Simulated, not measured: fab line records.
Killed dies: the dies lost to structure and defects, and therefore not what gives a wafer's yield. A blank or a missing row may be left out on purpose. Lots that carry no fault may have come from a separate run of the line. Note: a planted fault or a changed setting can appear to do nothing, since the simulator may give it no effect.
Which tool was responsible? | flow gf180mcu | 6 lots, 18 wafers sampled, at 3 steps of a route of 602

== WHAT EACH GAUGE READ, for each wafer ==
GF_V1_THK_MEAS_25: measures by xrf.
lot  | measured     | on            | V1_W_THK (nm)
L668 | day 18 12:40 | film metro-04 | 352 360 352
L671 | day 19 22:17 | film metro-02 | 354 358 360
L676 | day 21 13:13 | film metro-04 | 342 343 342
L683 | day 24 05:44 | film metro-04 | 343 348 344
L686 | day 24 23:03 | film metro-04 | 342 340 348
L688 | day 25 12:44 | film metro-02 | 355 354 348

== EACH LOT AND THE TOOL THAT RAN IT (in order: tool; ch and the chambers of the sampled wafers; start) ==
lot  | GF_HV_LDD_CVD_56            | GF_M1_SPUTTER_04
L668 | lpcvd-02 ch 1, day 12 19:09 | pvd sputter-03, day 16 11:55
L671 | lpcvd-02 ch 1, day 13 15:59 | pvd sputter-01, day 17 11:11
L676 | lpcvd-01 ch 1, day 15 10:34 | pvd sputter-03, day 19 10:55
L683 | lpcvd-02 ch 0, day 18 00:38 | pvd sputter-01, day 22 06:07
L686 | lpcvd-02 ch 1, day 18 18:29 | pvd sputter-01, day 22 23:28
L688 | lpcvd-01 ch 1, day 19 07:58 | pvd sputter-03, day 23 13:41
- GF_HV_LDD_CVD_56: deposits Si3N4 from DCS/NH3, target thk 90 nm, time 1543 s.
- GF_M1_SPUTTER_04: material TiN, target thk 50 nm, time 41.7 s.

== THE ANSWER, worked out from the rows above alone ==
Rule: usual is defined by the lots themselves. Put in order of their means at a reading, lots are off if they are a third of the lots or fewer, leave a main group of 4 or more, and stand apart from it by a gap of 3 or more times the standard deviation of the main group's means; of several such gaps the widest counts. If all means in a main group match to the digits the tables above print for the reading, that group is not used. A lot without any number at a reading at which 4 lots or more have one is off too. Any other lot the step has rows for is counted as sound.
No lot is off on any of the readings shown, so nothing can be concluded from this.

== WHAT THE SIMULATOR HAD PUT IN ==
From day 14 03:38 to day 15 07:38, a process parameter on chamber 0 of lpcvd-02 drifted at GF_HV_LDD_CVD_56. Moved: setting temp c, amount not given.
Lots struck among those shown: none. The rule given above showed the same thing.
